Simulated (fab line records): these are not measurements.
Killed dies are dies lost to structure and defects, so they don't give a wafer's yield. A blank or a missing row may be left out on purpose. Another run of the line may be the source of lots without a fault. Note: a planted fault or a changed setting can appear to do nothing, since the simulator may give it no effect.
A single fault, viewed from 2 desks | flow gf180mcu | each desk holds nothing but its own numbers, with what lay behind them at the end

== THE METROLOGY DESK ==
Lot by lot, what the gauges showed, no matter which tool ran the lot: averages of those sampled wafers that carry a number. Any lot whose mean is over 4 standard deviations away from the usual mean is out of limits and marked OUT; that distance is given in the brackets.
Columns: A = V3_BOW at GF_V3_BOW_MEAS_05, usual 113 um; B = V3_W_THK at GF_V3_THK_MEAS_25, usual 351 nm; C = M4_ALCU_RS at GF_M4_RS_MEAS_05, usual 0.0697 ohm/sq
lot  | first seen here | A   | B   | C
L762 | day 21 13:05    | 115 | 353 | 0.0699
L765 | day 22 19:01    | 117 | 350 | 0.0701
L766 | day 23 00:30    | 106 | 351 | 0.0697
L767 | day 23 14:10    | 109 | 346 | 0.0699
L768 | day 23 22:44    | 119 | 345 | 0.0693
L770 | day 24 10:43    | 106 | 352 | 0.0688
L771 | day 24 20:56    | 120 | 352 | 0.0703
L773 | day 25 12:10    | 101 | 356 | 0.0696
L775 | day 26 03:43    | 110 | 346 | 0.0695
L780 | day 27 13:49    | 95  | 355 | 0.0707
L782 | day 28 01:42    | 122 | 340 | 0.0697
This desk's finding: nothing out of limits on any of the 11 lots.

== AT THE TOOL OWNER'S DESK: rie_metal-04 ==
The tool's own readings at GF_M4_METAL_ETCH_16 (etches the open film in Cl2/BCl3, stops on SiO2, target depth 627.5 nm, time 104.6 s): means of the sampled wafers that have a number, for each lot that ran on this tool. Any lot whose mean is over 4 standard deviations away from the usual mean is out of limits and marked OUT; that distance is given in the brackets.
Columns: A = chamber_pressure_mTorr at GF_M4_METAL_ETCH_16, usual 7.999 mTorr; B = drypump_motor_current_A at GF_M4_METAL_ETCH_16, usual 6.04 A; C = mfc_cl2_sccm at GF_M4_METAL_ETCH_16, usual 80.01 sccm; D = oes_product_au at GF_M4_METAL_ETCH_16, usual 0.971 a.u.; E = rf_fwd_power_W at GF_M4_METAL_ETCH_16, usual 795.3 W; F = throttle_valve_pct at GF_M4_METAL_ETCH_16, usual 28.252 %
lot  | first seen here | A     | B    | C     | D     | E               | F
L765 | day 24 17:19    | 7.996 | 6.08 | 79.89 | 0.966 | 793.8           | 28.258
L768 | day 25 19:59    | 8.003 | 6.00 | 79.74 | 0.970 | 793.1           | 28.249
L773 | day 27 07:35    | 7.998 | 6.08 | 80.08 | 0.972 | 793.1           | 28.254
L780 | day 29 06:14    | 8.002 | 6.07 | 79.81 | 0.965 | 921.4 (+43) OUT | 28.250
L782 | day 29 17:03    | 7.991 | 6.09 | 79.89 | 0.972 | 920.8 (+43) OUT | 28.246
This desk finds L780, L782 out of limits, L780 being first, at day 29 06:14 (rf_fwd_power_W at GF_M4_METAL_ETCH_16). L765, L768, L773: within limits.

== TAKEN TOGETHER ==
An alarm could have come from the tool owner's desk at day 29 06:14, on L780, L782.
Metrology desk: nothing out of limits seen.
The metrology desk has L780, L782 on record, within its limits.
All the named lots went through GF_M4_METAL_ETCH_16 on rie_metal-04.

== WHAT WAS PUT IN BY THE SIMULATOR ==
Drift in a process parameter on rie_metal-04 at GF_M4_METAL_ETCH_16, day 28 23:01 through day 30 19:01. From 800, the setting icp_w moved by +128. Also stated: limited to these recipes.
Struck lots among those shown: L780, L782.
Delay in hours, fault start to first out-of-limits reading, by desk: the tool owner's desk at 7.
